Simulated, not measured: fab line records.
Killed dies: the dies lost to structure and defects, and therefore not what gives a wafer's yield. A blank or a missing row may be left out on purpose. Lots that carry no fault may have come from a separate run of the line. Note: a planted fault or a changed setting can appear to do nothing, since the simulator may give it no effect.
Chamber matching :: flow gf180mcu :: GF_POLY_GATE_ETCH_13 on rie_si-01 has 4 sister chambers
The step etches poly-Si in HBr/Cl2, stops on SiO2, target depth 198.5 nm, time 69.6 s. 14 wafers are shown with their chamber, then 7 later ones without.

## WAFERS WITH THEIR CHAMBER
wafer: L124.2
chamber: 1
drypump_motor_current_A (A): 6.2
oes_product_au (a.u.): 1.009
throttle_valve_pct (%): 33.687

wafer: L124.4
chamber: 0
drypump_motor_current_A (A): 5.9
oes_product_au (a.u.): 0.989
throttle_valve_pct (%): 33.676

wafer: L124.5
chamber: 3
drypump_motor_current_A (A): 6.5
oes_product_au (a.u.): 0.994
throttle_valve_pct (%): 33.687

wafer: L129.1
chamber: 2
drypump_motor_current_A (A): 5.5
oes_product_au (a.u.): 0.984
throttle_valve_pct (%): 33.680

wafer: L129.3
chamber: 0
drypump_motor_current_A (A): 5.9
oes_product_au (a.u.): 0.979
throttle_valve_pct (%): 33.703

wafer: L129.5
chamber: 3
drypump_motor_current_A (A): 6.5
oes_product_au (a.u.): 0.985
throttle_valve_pct (%): 33.682

wafer: L130.1
chamber: 3
drypump_motor_current_A (A): 6.6
oes_product_au (a.u.): 0.988
throttle_valve_pct (%): 33.675

wafer: L130.2
chamber: 1
drypump_motor_current_A (A): 6.2
oes_product_au (a.u.): 0.996
throttle_valve_pct (%): 33.691

wafer: L130.4
chamber: 2
drypump_motor_current_A (A): 5.5
oes_product_au (a.u.): 0.996
throttle_valve_pct (%): 33.688

wafer: L134.2
chamber: 0
drypump_motor_current_A (A): 5.9
oes_product_au (a.u.): 0.987
throttle_valve_pct (%): 33.699

wafer: L134.3
chamber: 2
drypump_motor_current_A (A): 5.5
oes_product_au (a.u.): 0.991
throttle_valve_pct (%): 33.679

wafer: L134.6
chamber: 0
drypump_motor_current_A (A): 5.9
oes_product_au (a.u.): 0.985
throttle_valve_pct (%): 33.684

wafer: L136.1
chamber: 2
drypump_motor_current_A (A): 5.5
oes_product_au (a.u.): 0.991
throttle_valve_pct (%): 33.698

wafer: L136.3
chamber: 0
drypump_motor_current_A (A): 5.9
oes_product_au (a.u.): 0.980
throttle_valve_pct (%): 33.681

SIGNATURES, as means of the wafers listed above
reading: drypump_motor_current_A
chamber 0: 5.900
chamber 1: 6.200
chamber 2: 5.500
chamber 3: 6.533
scatter within a chamber: 0.0258

reading: oes_product_au
chamber 0: 0.98400
chamber 1: 1.00250
chamber 2: 0.99050
chamber 3: 0.98900
scatter within a chamber: 0.00525

reading: throttle_valve_pct
chamber 0: 33.68860
chamber 1: 33.68900
chamber 2: 33.68625
chamber 3: 33.68133
scatter within a chamber: 0.00931
Rule: a wafer's distance from a chamber is the root of the sum, over the readings, of the square of ((its reading less the chamber's mean) divided by the reading's scatter). If the next closest chamber is less than 2 further off than the closest, the wafer can't be placed; otherwise it belongs to the closest. How the scatter is found: for the shown wafers, subtract from each reading the mean of its chamber, square and add these, divide the total by (wafers less chambers), then take the root.

## WAFERS WHOSE CHAMBER IS MISSING
wafer: L136.4
drypump_motor_current_A (A): 6.6
oes_product_au (a.u.): 0.986
throttle_valve_pct (%): 33.686

wafer: L137.1
drypump_motor_current_A (A): 6.2
oes_product_au (a.u.): 0.994
throttle_valve_pct (%): 33.679

wafer: L137.4
drypump_motor_current_A (A): 5.5
oes_product_au (a.u.): 1.000
throttle_valve_pct (%): 33.674

wafer: L137.6
drypump_motor_current_A (A): 5.5
oes_product_au (a.u.): 0.988
throttle_valve_pct (%): 33.693

wafer: L138.1
drypump_motor_current_A (A): 5.5
oes_product_au (a.u.): 0.996
throttle_valve_pct (%): 33.675

wafer: L138.2
drypump_motor_current_A (A): 5.9
oes_product_au (a.u.): 0.983
throttle_valve_pct (%): 33.679

wafer: L138.3
drypump_motor_current_A (A): 6.5
oes_product_au (a.u.): 0.992
throttle_valve_pct (%): 33.685

## WHICH CHAMBER EACH WENT THROUGH
wafer: L136.4
from the rows above: 3
in truth: 3

wafer: L137.1
from the rows above: 1
in truth: 1

wafer: L137.4
from the rows above: 2
in truth: 2

wafer: L137.6
from the rows above: 2
in truth: 2

wafer: L138.1
from the rows above: 2
in truth: 2

wafer: L138.2
from the rows above: 0
in truth: 0

wafer: L138.3
from the rows above: 3
in truth: 3
7 of 7 placed correctly. Can't be placed from these rows: 0. 0 placed wrongly.
